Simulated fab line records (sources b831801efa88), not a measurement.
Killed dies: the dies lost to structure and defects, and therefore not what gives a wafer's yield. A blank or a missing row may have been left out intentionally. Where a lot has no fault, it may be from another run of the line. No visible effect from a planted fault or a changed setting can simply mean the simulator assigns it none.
Chamber matching | flow gf180mcu | pecvd-03 running GF_V2_CVD_02: 3 sister chambers
The step deposits SiO2 from TEOS, target thk 850 nm, time 94.851 s. 6 wafers are shown with their chamber, then 9 later ones without.

## WAFERS PAIRED WITH THEIR CHAMBERS
wafer  | chamber | heater power w (W)
L580.4 | 2       | 517
L581.3 | 1       | 597
L581.5 | 0       | 519
L583.1 | 2       | 514
L583.4 | 0       | 668
L583.5 | 1       | 539

## WAFERS WITH NO CHAMBER GIVEN
wafer  | heater power w (W)
L591.2 | 665
L591.3 | 595
L591.6 | 458
L593.1 | 557
L593.2 | 640
L593.6 | 627
L592.1 | 650
L592.3 | 665
L592.4 | 532

## EACH ONE'S CHAMBER
wafer  | from the rows above          | in truth
L591.2 | can't be placed: 0 or 1 or 2 | 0
L591.3 | can't be placed: 0 or 1 or 2 | 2
L591.6 | can't be placed: 2 or 1 or 0 | 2
L593.1 | can't be placed: 1 or 0 or 2 | 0
L593.2 | can't be placed: 0 or 1 or 2 | 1
L593.6 | can't be placed: 0 or 1 or 2 | 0
L592.1 | can't be placed: 0 or 1 or 2 | 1
L592.3 | can't be placed: 0 or 1 or 2 | 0
L592.4 | can't be placed: 2 or 1 or 0 | 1
Placed correctly: 0 of 9. Can't be placed from these rows: 9 (the true chamber is among the candidates in 9). Wrongly placed: 0.
How it was worked out, from the rows above alone: a wafer's distance from a chamber is the root of the sum, over the readings, of the square of ((its reading less the chamber's mean) divided by the reading's scatter). The wafer belongs to the nearest chamber; if the next one is less than 2 further off, it can't be placed. Each chamber's mean is taken over the wafers shown for it. How the scatter is found: for the shown wafers, subtract from each reading the mean of its chamber, square and add these, divide the total by (wafers less chambers), then take the root.
